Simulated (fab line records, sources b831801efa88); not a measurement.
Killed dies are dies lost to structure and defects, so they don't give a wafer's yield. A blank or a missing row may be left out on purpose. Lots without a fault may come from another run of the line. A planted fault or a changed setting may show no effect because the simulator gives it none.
A struck lot beside a sound one | flow gf180mcu | 15 steps out of a route of 602
Sound: wafers L679.1, L679.4, L679.5. Struck: wafers L675.2, L675.3, L675.4. The cause comes at the end.
At each step with rows: each side's tool, then ch and its chambers, then its first start. Under that, the readings that differ: sound wafers | struck wafers | difference of the means | sigmas: that difference in standard deviations of wafers without a fault.
alike: readings whose means differ by less than 2 such deviations, and words and numbers that are the same on both sides. not compared: withheld readings, readings that some wafer has no value for, bounds like >300 that may hide the same value, and numbers for which the record gives no deviation and whose values overlap.
The two part at a step that has a row with sigmas, a row that says differs or no value, or rows on one side only. Numbers that don't overlap but have no deviation are shown without sigmas and don't part them. A reading that every wafer of one side lacks parts them only if that side has two wafers or more.

first, 4 steps without rows for these wafers: GF_V1_SOFTBAKE_10 (time 60 s); GF_V1_EXPOSE_11 (exposes mask Via1, target cd 260 nm); GF_V1_PEB_12 (peb time 90 s); GF_V1_DEVELOP_13 (develop time 60 s).
GF_V1_CD_MEAS_14: target cd 260 nm.
  sound on cd_sem-02, day 22 04:08; struck on cd_sem-01, day 20 11:36
  alike: cd_nm
GF_V1_OVL_MEAS_15:
  sound on overlay-01, day 22 04:15; struck on overlay-01, day 20 11:43
  alike: V1_OVL
GF_V1_ETCH_16: etches BARC in N2/H2.
  sound on rie_diel-02 ch 0,2,3, day 22 04:17; struck on rie_diel-02 ch 1,2,3, day 20 11:44
  alike: drypump_motor_current_A, oes_product_au, throttle_valve_pct
GF_V1_ETCH_17: etches SiO2 in C4F8/O2/Ar, stops on TiN, target depth 630 nm.
  sound on rie_diel-02 ch 0,2,3; struck on rie_diel-02 ch 1,2,3
  alike: oes_product_au
GF_V1_STRIP_18: strips in O2/N2.
  sound on plasma_asher-02 ch 1, day 22 04:25; struck on plasma_asher-02 ch 0,1, day 20 11:52
  alike: drypump_motor_current_A, heater_power_w, oes_product_au
  not compared: rf_hours_counter_h
then, 2 steps without rows for these wafers: GF_V1_STRIP_19 (strips in post etch residue remover, time 1200 s); GF_V1_CLEAN_20 (cleans in DIW).
GF_V1_SPUTTER_21: material Ti, target thk 15 nm, time 80.02 s.
  sound on pvd_sputter-03, day 22 04:56; struck on pvd_sputter-01, day 20 12:25
  alike: cathode_dc_power_W, chamber_pressure_pa, throttle_valve_pct
GF_V1_SPUTTER_22: material TiN, target thk 10 nm, time 40 s.
  sound on pvd_sputter-03, day 22 05:01; struck on pvd_sputter-01, day 20 12:28
  no value came back on the struck wafers for cathode_dc_power_W (W), chamber_pressure_pa (Pa), throttle_valve_pct (%); on the sound wafers cathode_dc_power_W (W) reads 4000.0 3999.8 4000.6
GF_V1_CVD_23: deposits W, target thk 350 nm, time 105.05 s.
  sound on cvd_w-02 ch 0,1, day 22 05:02; struck on cvd_w-01 ch 0,1, day 20 12:31
  alike: heater_power_w
-- the record jumps here: 10 days lie between the struck wafers' starts before and after (it left off in module V1 and takes up again in module PASSIVATION, whose first step shown is number 602 of the route) --
GF_PASSIVATION_PROBE_99:
  the record has rows for the struck wafers here (prober-01, day 30 23:46) and none for the sound ones

WHERE THEY PART
First at GF_V1_SPUTTER_22; last, within this record, at GF_PASSIVATION_PROBE_99.

WHY: what the simulator had put in
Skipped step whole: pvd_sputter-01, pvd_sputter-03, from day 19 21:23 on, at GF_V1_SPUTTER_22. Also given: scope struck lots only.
